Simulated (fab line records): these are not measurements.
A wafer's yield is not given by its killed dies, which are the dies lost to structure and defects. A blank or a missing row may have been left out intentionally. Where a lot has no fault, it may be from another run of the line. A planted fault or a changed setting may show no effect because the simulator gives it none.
Matching of chambers	flow gf180mcu	GF_V2_ETCH_16 on rie_diel-01: 4 sister chambers
The step etches BARC in N2/H2. 18 wafers are shown with their chamber, then 8 later ones without.

## WAFERS, EACH WITH ITS CHAMBER
wafer	chamber	throttle_valve_pct (%)	rf_fwd_power_W (W)	oes_product_au (a.u.)
L075.2	3	13.237	497.6	0.852
L075.5	2	13.230	493.9	0.850
L075.6	1	13.225	495.4	0.856
L077.1	3	13.239	494.5	0.850
L077.2	2	13.226	494.5	0.851
L077.3	1	13.217	498.4	0.854
L079.1	2	13.244	495.7	0.846
L079.4	1	13.221	498.4	0.853
L079.6	0	13.230	495.0	0.849
L080.3	3	13.233	496.8	0.857
L080.4	2	13.216	494.3	0.862
L080.6	0	13.228	496.4	0.851
L081.2	1	13.214	495.8	0.857
L081.3	0	13.230	497.9	0.848
L085.1	1	13.229	497.2	0.854
L085.3	1	13.220	494.7	0.856
L085.5	1	13.233	495.1	0.856
L093.1	0	13.242	492.3	0.856

SIGNATURES (averages over the wafers above)
reading	chamber 0	chamber 1	chamber 2	chamber 3	scatter within a chamber
throttle_valve_pct	13.23250	13.22271	13.22900	13.23633	0.00763
rf_fwd_power_W	495.400	496.429	494.600	496.300	1.66
oes_product_au	0.85100	0.85514	0.85225	0.85300	0.00394
Rule: distance of a wafer from a chamber = root of the sum over the readings of ((wafer's reading minus chamber's mean) / reading's scatter) squared. The wafer belongs to the nearest chamber; if the next one is less than 2 further off, it can't be placed. The scatter: take each reading less its chamber's mean, square it, sum over the shown wafers, divide by the number of wafers less the number of chambers, and take the root.

## WAFERS WITH NO CHAMBER GIVEN
wafer	throttle_valve_pct (%)	rf_fwd_power_W (W)	oes_product_au (a.u.)
L093.4	13.227	495.8	0.857
L093.5	13.219	498.1	0.847
L094.1	13.232	494.2	0.849
L094.2	13.210	495.5	0.854
L094.6	13.223	496.1	0.852
L097.1	13.209	497.0	0.852
L097.3	13.227	496.3	0.846
L097.5	13.224	495.7	0.857

## EACH ONE'S CHAMBER
wafer	from the rows above	in truth
L093.4	can't be placed: 1 or 2 or 3 or 0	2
L093.5	can't be placed: 1 or 0 or 2 or 3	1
L094.1	can't be placed: 0 or 2 or 3 or 1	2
L094.2	can't be placed: 1 or 2 or 0 or 3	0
L094.6	can't be placed: 1 or 2 or 0 or 3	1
L097.1	can't be placed: 1 or 2 or 0 or 3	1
L097.3	can't be placed: 0 or 2 or 3 or 1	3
L097.5	can't be placed: 1 or 2 or 0 or 3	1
0 of 8 placed correctly. These rows do not allow placing 8 (true chamber among the candidates in 8). Number placed wrongly: 0.
